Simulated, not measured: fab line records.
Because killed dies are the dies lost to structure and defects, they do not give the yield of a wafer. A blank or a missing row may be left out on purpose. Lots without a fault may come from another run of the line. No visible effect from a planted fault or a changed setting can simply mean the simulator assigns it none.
Which tool did it?	flow sky130	39 wafers from 13 lots sampled at 4 of the route's 708 steps

## WHAT THE GAUGES READ, wafer by wafer
SKY_VT_ADJUST_HVTR_OVL_MEAS_08.
lot	measured	on	VT_ADJUST_HVTR_OVL (nm)
L541	day 9 04:20	overlay-02	-1.4 -1.1 -1.7
L544	day 10 20:46	overlay-02	-1.9 -0.2 -0.1
L545	day 12 00:22	overlay-02	-0.6 -0.6 1.3
L548	day 12 12:25	overlay-02	1.8 1.2 1.4
L550	day 12 13:52	overlay-01	0.1 -0.3 1.1
L556	day 14 20:00	overlay-02	-2.2 0.6 -1.8
L557	day 14 20:18	overlay-02	-0.3 -3.2 -1.4
L558	day 15 15:25	overlay-01	-1.4 -2.2 -0.5
L559	day 15 12:34	overlay-01	-0.1 -0.5 -0.2
L560	day 15 21:19	overlay-02	-0.5 0.3 -1.1
L562	day 16 05:34	overlay-01	-0.7 -0.8 0.5
L563	day 16 08:19	overlay-02	0.2 -0.6 1.6
L564	day 16 13:51	overlay-01	-0.9 0.6 -3.7

SKY_SONOS_TUNNEL_OVL_MEAS_08.
lot	measured	on	SONOS_TUNNEL_OVL (nm)
L541	day 11 00:28	overlay-02	0.9 -4.1 -2.8
L544	day 12 18:41	overlay-01	1.5 -0.2 -2.4
L545	day 14 02:22	overlay-01	-3.5 -1.1 -1.9
L548	day 14 16:04	overlay-01	-0.4 0.7 -0.8
L550	day 14 17:53	overlay-02	0.3 -1.2 -2.0
L556	day 17 02:38	overlay-01	-1.7 -4.2 -3.4
L557	day 17 03:35	overlay-02	0.2 -0.2 1.2
L558	day 17 23:20	overlay-02	-1.2 -0.1 -1.4
L559	day 17 20:22	overlay-01	-1.6 -0.3 -0.8
L560	day 18 06:25	overlay-02	0.3 -0.1 -0.2
L562	day 18 14:43	overlay-01	-1.8 -1.9 1.8
L563	day 18 18:19	overlay-02	-2.6 -0.9 -3.1
L564	day 19 00:30	overlay-01	0.6 -1.1 -1.5

## TOOL THAT RAN EACH LOT (tool first, then ch and the chambers of the sampled wafers, then the start)
lot	SKY_FIELD_ISO_ETCH_17	SKY_NWELL_IMPLANT_11
L541	rie-si-02 ch 0,1,3, day 2 05:13	implanter-01 ch 0, day 4 11:08
L544	rie-si-01 ch 0,2,3, day 2 22:32	implanter-04 ch 0, day 5 18:57
L545	rie-si-01 ch 2,3, day 3 06:49	implanter-02 ch 0, day 6 13:35
L548	rie-si-02 ch 0,2, day 3 22:14	implanter-04 ch 0, day 6 22:07
L550	rie-si-01 ch 2,3, day 4 06:45	implanter-04 ch 0, day 7 02:26
L556	rie-si-01 ch 0,1, day 5 14:22	implanter-02 ch 0, day 8 19:50
L557	rie-si-02 ch 1,2,3, day 5 16:11	implanter-02 ch 0, day 8 20:29
L558	rie-si-01 ch 0,1,2, day 5 20:37	implanter-02 ch 0, day 9 11:29
L559	rie-si-02 ch 0,1,3, day 6 01:34	implanter-01 ch 0, day 9 11:18
L560	rie-si-01 ch 0,1, day 6 08:56	implanter-04 ch 0, day 9 16:21
L562	rie-si-01 ch 0,2,3, day 6 23:40	implanter-02 ch 0, day 9 22:56
L563	rie-si-02 ch 0,1,2, day 7 00:38	implanter-01 ch 0, day 10 00:54
L564	rie-si-01 ch 2,3, day 7 09:10	implanter-04 ch 0, day 10 08:04
- SKY_FIELD_ISO_ETCH_17: etches Si in HBr/Cl2/O2, target depth 342 nm, time 97.7 s.
- SKY_NWELL_IMPLANT_11

## WHAT THE TOOLS THEMSELVES READ (means of the sampled wafers that have a number; where no wafer has one, the mark that the record gives instead)
SKY_FIELD_ISO_ETCH_17.
lot	tool	drypump-motor-current-A (A)	oes-product-au (a.u.)	throttle-valve-pct (%)
L541	rie-si-02	5.8	1.009	25.659
L544	rie-si-01	5.7	0.992	25.660
L545	rie-si-01	6.3	0.999	25.654
L548	rie-si-02	5.4	1.009	25.655
L550	rie-si-01	6.2	0.998	25.658
L556	rie-si-01	4.9	0.995	25.661
L557	rie-si-02	5.7	1.004	25.643
L558	rie-si-01	5.5	1.001	25.657
L559	rie-si-02	5.8	1.010	25.646
L560	rie-si-01	5.1	1.003	25.655
L562	rie-si-01	5.8	1.001	25.656
L563	rie-si-02	5.7	1.013	25.651
L564	rie-si-01	6.1	0.996	25.657

SKY_NWELL_IMPLANT_11.
lot	tool	beam-energy-keV
L541	implanter-01	400.08
L544	implanter-04	400.01
L545	implanter-02	400.15
L548	implanter-04	407.28
L550	implanter-04	407.15
L556	implanter-02	400.14
L557	implanter-02	400.06
L558	implanter-02	399.93
L559	implanter-01	400.19
L560	implanter-04	399.99
L562	implanter-02	399.98
L563	implanter-01	399.92
L564	implanter-04	399.98

## THE ANSWER, worked out from the rows above alone
Rule: what is usual is taken from the lots themselves. The widest of any qualifying gaps counts: lots, ordered by their means at a reading, are off when they make up no more than a third of the lots, leave a main group of 4 or more, and stand apart from it by 3 or more times the standard deviation of that group's means. A main group is skipped when, at the precision printed for the reading in the tables above, its means are all equal. A lot without any number at a reading at which 4 lots or more have one is off too. The other lots that the step has rows for count as sound. Order of review: gauges by route order, followed by the tools' own readings, for which a lot's mean as printed above is used. At the first step where some lot is off, the reading lying furthest off is the one used; lots without a number count as furthest.
Off: L548, L550 (SKY_NWELL_IMPLANT_11, beam-energy-keV). The main group: mean 400.04, standard deviation 0.087.
A tool fits if, at that step or a process step before it, it ran every lot that is off, and no sound lot after the first of them. None of those tried fits.

## WHAT THE SIMULATOR HAD PUT IN
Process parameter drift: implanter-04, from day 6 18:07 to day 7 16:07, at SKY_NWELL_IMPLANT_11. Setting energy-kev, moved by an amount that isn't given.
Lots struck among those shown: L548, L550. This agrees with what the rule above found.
